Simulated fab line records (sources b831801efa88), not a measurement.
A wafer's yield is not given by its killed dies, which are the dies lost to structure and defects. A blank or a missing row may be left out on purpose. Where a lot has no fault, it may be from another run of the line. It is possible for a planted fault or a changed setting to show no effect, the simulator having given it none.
The tool behind it: which one?	flow sky130	11 lots with 33 wafers sampled at 3 steps, on a route of 708 steps

== WHAT THE GAUGES READ, wafer by wafer ==
SKY_SONOS_ONO_THK_MEAS_01.
lot	measured	on	SONOS_ONO_OXIDATION_THK (nm)
L465	day 12 18:11	filmMetro-04	2.68 2.63 2.67
L467	day 13 12:16	filmMetro-04	2.58 2.61 2.60
L469	day 14 00:28	filmMetro-03	2.64 2.63 2.68
L471	day 14 14:46	filmMetro-03	2.62 2.71 2.64
L473	day 15 14:02	filmMetro-04	2.58 2.54 2.63
L474	day 15 18:25	filmMetro-04	2.58 2.58 2.56
L475	day 16 04:50	filmMetro-03	2.55 2.50 2.50
L476	day 16 17:11	filmMetro-04	1.80 1.91 1.91
L477	day 16 20:46	filmMetro-04	2.48 2.52 2.57
L478	day 17 10:07	filmMetro-03	1.83 1.89 1.88
L479	day 17 13:28	filmMetro-02	2.67 2.60 2.63

== WHAT TOOL EACH LOT RAN ON (gives the tool, then ch and the chambers of the sampled wafers, and finally the start) ==
lot	SKY_VT_ADJUST_LVTN_STRIP_09	SKY_SONOS_ONO_OXIDATION_00
L465	plasmaAsher-02 ch 0,1, day 8 02:06	furnace-01 ch 0, day 12 16:49
L467	plasmaAsher-04 ch 0,1, day 8 14:58	furnace-01 ch 0, day 13 10:55
L469	plasmaAsher-04 ch 1, day 9 00:21	furnace-02 ch 0, day 13 23:07
L471	plasmaAsher-03 ch 0,1, day 9 13:23	furnace-01 ch 0, day 14 13:24
L473	plasmaAsher-03 ch 0,1, day 10 04:08	furnace-01 ch 0, day 15 12:40
L474	plasmaAsher-02 ch 0,1, day 10 08:57	furnace-01 ch 0, day 15 17:04
L475	plasmaAsher-03 ch 1, day 10 18:44	furnace-02 ch 0, day 16 03:29
L476	plasmaAsher-03 ch 0, day 11 02:45	furnace-01 ch 0, day 16 15:50
L477	plasmaAsher-03 ch 0,1, day 11 07:30	furnace-02 ch 0, day 16 19:25
L478	plasmaAsher-04 ch 0,1, day 11 15:45	furnace-01 ch 0, day 17 08:46
L479	plasmaAsher-04 ch 0,1, day 11 23:07	furnace-02 ch 0, day 17 12:07
- SKY_VT_ADJUST_LVTN_STRIP_09: strips in O2/N2.
- SKY_SONOS_ONO_OXIDATION_00: stabilise 600 s, purge 300 s, target thk 2.6 nm.

== THE ANSWER, worked out from the rows above alone ==
Rule: the usual values come from the lots themselves. The widest of any qualifying gaps counts: lots, ordered by their means at a reading, are off when they make up no more than a third of the lots, leave a main group of 4 or more, and stand apart from it by 3 or more times the standard deviation of that group's means. If all means in a main group match to the digits the tables above print for the reading, that group is not used. A lot without any number at a reading at which 4 lots or more have one is off too. Any other lot the step has rows for is counted as sound.
Off: L476, L478, at SKY_SONOS_ONO_THK_MEAS_01 (SONOS_ONO_OXIDATION_THK). The main group has a mean of 2.60 nm with a standard deviation of 0.052.
A tool fits if, at a process step before that reading, it ran every lot that is off, and no sound lot after the first of them. Gauges at SKY_SONOS_ONO_THK_MEAS_01: tried the same way as those tools. One fits: furnace-01 at SKY_SONOS_ONO_OXIDATION_00. Its last sound lot is L474 (day 15 17:04), its first lot that is off L476 (day 16 15:50): a fault that began between those two fits.

== WHAT WAS PUT IN BY THE SIMULATOR ==
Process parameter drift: furnace-01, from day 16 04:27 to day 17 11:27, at SKY_SONOS_ONO_OXIDATION_00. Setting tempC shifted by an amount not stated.
Shown lots that were struck: L476, L478. The rule given above showed the same thing.
